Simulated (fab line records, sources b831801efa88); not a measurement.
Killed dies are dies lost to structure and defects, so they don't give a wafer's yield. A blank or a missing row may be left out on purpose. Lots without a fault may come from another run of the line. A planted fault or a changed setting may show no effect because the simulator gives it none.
A struck lot beside a sound one | flow sky130 | 20 steps out of a route of 708
Sound: wafers L113.1, L113.3, L113.5. Struck: wafers L118.4, L118.5. The cause comes at the end.
At each step with rows: each side's tool, then ch and its chambers, then its first start. Under that, the readings that differ: sound wafers | struck wafers | difference of the means | sigmas: that difference in standard deviations of wafers without a fault.
alike: readings whose means differ by less than 2 such deviations, and words and numbers that are the same on both sides. not compared: withheld readings, readings that some wafer has no value for, bounds like >300 that may hide the same value, and numbers for which the record gives no deviation and whose values overlap.
The two part at a step that has a row with sigmas, a row that says differs or no value, or rows on one side only. Numbers that don't overlap but have no deviation are shown without sigmas and don't part them. A reading that every wafer of one side lacks parts them only if that side has two wafers or more.

SKY_FIELD_ISO_BOW_MEAS_00:
  sound on film_metro-01, day 2 21:00; struck on film_metro-01, day 3 22:04
  alike: INCOMING_BOW
then, 1 step without rows for these wafers: SKY_FIELD_ISO_OXIDATION_01 (stabilise 600 s, purge 300 s, target thk 12 nm).
SKY_FIELD_ISO_THK_MEAS_02:
  sound on film_metro-02, day 2 22:38; struck on film_metro-01, day 4 02:30
  alike: FIELD_ISO_OXIDATION_00_THK
then, 1 step without rows for these wafers: SKY_FIELD_ISO_CVD_03 (deposits Si3N4 from DCS/NH3, target thk 165 nm, time 2830 s).
SKY_FIELD_ISO_THK_MEAS_04:
  sound on film_metro-01, day 3 01:04; struck on film_metro-04, day 4 07:53
  alike: FIELD_ISO_CVD_03_THK
then, 5 steps without rows for these wafers: SKY_FIELD_ISO_DEHYDRATE_05 (time 60 s); SKY_FIELD_ISO_HMDS_06 (prime time 60 s); SKY_FIELD_ISO_COAT_07 (resist thk 60 nm); SKY_FIELD_ISO_COAT_08 (resist thk 450 nm); SKY_FIELD_ISO_SOFTBAKE_09 (time 90 s).
SKY_FIELD_ISO_EXPOSE_10: exposes mask FOM, target cd 150 nm.
  sound on krf_scanner-02 ch 0, day 3 08:12; struck on krf_scanner-02 ch 0, day 4 16:16
  alike: mask
then, 2 steps without rows for these wafers: SKY_FIELD_ISO_PEB_11; SKY_FIELD_ISO_DEVELOP_12 (develop time 60 s).
SKY_FIELD_ISO_CD_MEAS_13: target cd 150 nm.
  sound on cd_sem-01, day 3 15:19; struck on cd_sem-01, day 5 01:20
  reading    | sound             | struck    | difference | sigmas
  cd_nm (nm) | 149.1 149.5 150.6 | 58.4 58.6 | -91.2      | -61
  not compared: hold
SKY_FIELD_ISO_ETCH_14: etches BARC in N2/H2, stops on SiO2, time 45.9 s, target depth 60 nm.
  sound on rie_diel-02 ch 1,2,3, day 3 15:26; struck on rie_diel-04 ch 0,1, day 5 03:16
  reading                    | sound           | struck                                            | difference                   | sigmas
  hold                       | - - -           | await_dispo/1.9h/release await_dispo/1.9h/release | no value on the sound wafers |
  model.FIELD_ISO.cd_nm (nm) | 148 149.2 150.6 | 59.25 59.62                                       | -89.83                       |
  alike: drypump_motor_current_A, oes_product_au, throttle_valve_pct
  not compared: rf_hours_counter_h
SKY_FIELD_ISO_ETCH_15: etches the open film in CHF3/O2, stops on Si, target depth 180 nm, time 72 s.
  sound on rie_diel-02 ch 1,2,3, day 3 15:29; struck on rie_diel-04 ch 0,1, day 5 03:18
  alike: O2_flow_sccm, drypump_motor_current_A, oes_product_au, throttle_valve_pct
  not compared: rf_hours_counter_h
SKY_FIELD_ISO_STRIP_16: strips in O2/N2.
  sound on plasma_asher-02 ch 1, day 3 15:32; struck on plasma_asher-03 ch 1, day 5 03:23
  alike: drypump_motor_current_A, oes_product_au, strip_time_to_endpoint_s
  not compared: rf_hours_counter_h
SKY_FIELD_ISO_ETCH_17: etches Si in HBr/Cl2/O2, target depth 342 nm, time 97.7 s.
  sound on rie_si-01 ch 1,3, day 3 15:38; struck on rie_si-02 ch 0, day 5 03:28
  reading                    | sound           | struck      | difference | sigmas
  model.FIELD_ISO.cd_nm (nm) | 148 148.1 151.6 | 58.32 60.08 | -90.03     |
  alike: O2_flow_sccm, drypump_motor_current_A, oes_product_au, throttle_valve_pct
  not compared: rf_hours_counter_h
then, 1 step without rows for these wafers: SKY_FIELD_ISO_WET_ETCH_18 (etches Si3N4 in H3PO4, target depth 25 nm, time 286 s).
-- the record jumps here: 44 days lie between the struck wafers' starts before and after (it left off in module FIELD_ISO and takes up again in module PAD_OPEN, whose first step shown is number 708 of the route) --
SKY_PAD_OPEN_PROBE_99:
  sound on prober-02, day 47 20:20; struck on prober-02, day 48 23:10
  reading             | sound    | struck                                            | difference                   | sigmas
  hold                | - - -    | await_dispo/4.0h/release await_dispo/4.0h/release | no value on the sound wafers |
  killed_at_M4_up     | 0 1 3    | 8 7                                               | +6                           | +3
  killed_at_front_end | 10 16 12 | 408 429                                           | +406                         | +86
  killed_dies         | 67 74 89 | 492 492                                           | +415                         | +43
  killed_on_rim       | 10 12 22 | 96 96                                             | +81                          | +21
  alike: killed_at_M0_to_M3, killed_at_contacts, killed_at_other, killed_open, killed_short

WHERE THEY PART
First at SKY_FIELD_ISO_CD_MEAS_13; last, within this record, at SKY_PAD_OPEN_PROBE_99.

WHY: what the simulator had put in
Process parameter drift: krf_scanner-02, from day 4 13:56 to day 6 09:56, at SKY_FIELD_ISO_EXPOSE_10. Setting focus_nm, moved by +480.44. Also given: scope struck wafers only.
